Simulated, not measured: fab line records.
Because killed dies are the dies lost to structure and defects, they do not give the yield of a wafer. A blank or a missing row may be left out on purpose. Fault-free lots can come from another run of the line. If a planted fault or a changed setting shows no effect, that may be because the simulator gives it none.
What tool caused it? | flow gf180mcu | 13 lots, 39 wafers sampled, at 4 steps of a route of 602

== WHAT EACH GAUGE READ, for each wafer ==
GF_M5_CD_MEAS_07 targets a cd of 280 nm.
lot  | measured     | on       | cdNm (nm)
L330 | day 27 20:30 | cdSem-02 | 279.6 280.5 281.1
L331 | day 28 08:44 | cdSem-02 | 280.7 279.5 282.3
L332 | day 29 01:52 | cdSem-02 | 280.6 281.2 279.7
L333 | day 29 04:02 | cdSem-02 | 281.0 281.0 279.6
L334 | day 29 04:33 | cdSem-01 | 281.2 280.8 281.1
L335 | day 29 17:57 | cdSem-01 | 279.0 277.5 277.4
L336 | day 29 23:23 | cdSem-02 | 279.1 278.9 279.2
L339 | day 30 11:13 | cdSem-01 | 280.6 281.5 280.4
L342 | day 31 11:07 | cdSem-02 | 280.8 280.7 281.5
L344 | day 31 22:35 | cdSem-01 | 279.9 280.6 280.5
L347 | day 32 15:53 | cdSem-02 | 281.3 283.0 281.6
L348 | day 32 21:25 | cdSem-02 | 280.5 280.4 279.5
L349 | day 32 23:53 | cdSem-01 | 278.8 277.4 277.8

GF_V5_THK_MEAS_03.
lot  | measured     | on           | V5_CVD_02_THK (nm)
L330 | day 27 21:36 | filmMetro-01 | 1431 1454 1474
L331 | day 28 09:48 | filmMetro-01 | 1435 1446 1474
L332 | day 29 03:01 | filmMetro-04 | 1458 1467 1448
L333 | day 29 05:07 | filmMetro-02 | 1439 1464 1488
L334 | day 29 05:44 | filmMetro-02 | 1439 1457 1444
L335 | day 29 19:01 | filmMetro-01 | 1766 1451 1819
L336 | day 30 00:27 | filmMetro-04 | 1792 1441 1815
L339 | day 30 12:17 | filmMetro-04 | 1422 1442 1454
L342 | day 31 12:10 | filmMetro-01 | 1423 1449 1460
L344 | day 31 23:37 | filmMetro-04 | 1452 1448 1453
L347 | day 32 16:59 | filmMetro-02 | 1444 1455 1477
L348 | day 32 22:28 | filmMetro-02 | 1465 1467 1457
L349 | day 33 00:58 | filmMetro-01 | 1449 1486 1469

== TOOL THAT RAN EACH LOT (tool first, then ch and the chambers of the sampled wafers, then the start) ==
lot  | GF_MIM_SPUTTER_04           | GF_V5_CVD_02
L330 | pvdSputter-04, day 26 02:44 | pecvd-01 ch 0,1, day 27 21:29
L331 | pvdSputter-03, day 26 15:22 | pecvd-03 ch 0,1,2, day 28 09:42
L332 | pvdSputter-01, day 27 10:46 | pecvd-01 ch 0,1, day 29 02:52
L333 | pvdSputter-01, day 27 11:47 | pecvd-02 ch 0,2, day 29 05:01
L334 | pvdSputter-03, day 27 13:01 | pecvd-03 ch 0,1, day 29 05:37
L335 | pvdSputter-03, day 28 02:48 | pecvd-03 ch 1,2, day 29 18:53
L336 | pvdSputter-01, day 28 09:01 | pecvd-03 ch 1,2, day 30 00:20
L339 | pvdSputter-03, day 28 21:19 | pecvd-02 ch 0,1,2, day 30 12:11
L342 | pvdSputter-01, day 29 21:26 | pecvd-02 ch 0,1, day 31 12:03
L344 | pvdSputter-04, day 30 09:45 | pecvd-01 ch 1,2, day 31 23:30
L347 | pvdSputter-04, day 31 05:31 | pecvd-02 ch 0,1, day 32 16:49
L348 | pvdSputter-01, day 31 10:39 | pecvd-03 ch 0,1,2, day 32 22:21
L349 | pvdSputter-03, day 31 13:26 | pecvd-01 ch 0,2, day 33 00:51
- GF_MIM_SPUTTER_04: material TiN, target thk 50 nm, time 41.7 s.
- GF_V5_CVD_02: deposits SiO2 from TEOS, target thk 1450 nm, time 163.28 s.

== AS READ BY THE TOOLS THEMSELVES (means over the sampled wafers that have a number; for cases with no such wafer, the mark the record gives instead) ==
GF_MIM_SPUTTER_04.
lot  | tool          | throttleValvePct (%)
L330 | pvdSputter-04 | 30.1
L331 | pvdSputter-03 | 30.6
L332 | pvdSputter-01 | 31.3
L333 | pvdSputter-01 | 31.5
L334 | pvdSputter-03 | 30.6
L335 | pvdSputter-03 | 30.4
L336 | pvdSputter-01 | 30.1
L339 | pvdSputter-03 | 30.1
L342 | pvdSputter-01 | 31.1
L344 | pvdSputter-04 | 30.0
L347 | pvdSputter-04 | 30.0
L348 | pvdSputter-01 | 31.3
L349 | pvdSputter-03 | 29.7

GF_V5_CVD_02.
lot  | tool     | heaterPowerOuterW (W) | heaterPowerW (W)
L330 | pecvd-01 | 423                   | 717
L331 | pecvd-03 | 368                   | 630
L332 | pecvd-01 | 376                   | 668
L333 | pecvd-02 | 397                   | 686
L334 | pecvd-03 | 386                   | 628
L335 | pecvd-03 | 427                   | 733
L336 | pecvd-03 | 419                   | 723
L339 | pecvd-02 | 374                   | 638
L342 | pecvd-02 | 343                   | 603
L344 | pecvd-01 | 381                   | 683
L347 | pecvd-02 | 335                   | 591
L348 | pecvd-03 | 406                   | 683
L349 | pecvd-01 | 390                   | 666

== THE ANSWER, worked out from the rows above alone ==
Rule: the usual values come from the lots themselves. The widest of any qualifying gaps counts: lots, ordered by their means at a reading, are off when they make up no more than a third of the lots, leave a main group of 4 or more, and stand apart from it by 3 or more times the standard deviation of that group's means. A main group is skipped when, at the precision printed for the reading in the tables above, its means are all equal. Also off: a lot with no number at a reading for which 4 or more lots have one. Any other lot the step has rows for is counted as sound. The gauges are gone through in route order, then the tools' own readings, and for those a lot's mean is taken as printed above. At the first step where some lot is off, the reading lying furthest off is the one used; lots without a number count as furthest.
Off: L335, L336, at GF_V5_THK_MEAS_03 (V5_CVD_02_THK). The main group has a mean of 1454 nm with a standard deviation of 8.5.
A tool fits if, at a process step before that reading, it ran every lot that is off, and no sound lot after the first of them. Gauges at GF_V5_THK_MEAS_03: tried the same way as those tools. None of those tried fits.

== WHAT THE SIMULATOR HAD INSERTED ==
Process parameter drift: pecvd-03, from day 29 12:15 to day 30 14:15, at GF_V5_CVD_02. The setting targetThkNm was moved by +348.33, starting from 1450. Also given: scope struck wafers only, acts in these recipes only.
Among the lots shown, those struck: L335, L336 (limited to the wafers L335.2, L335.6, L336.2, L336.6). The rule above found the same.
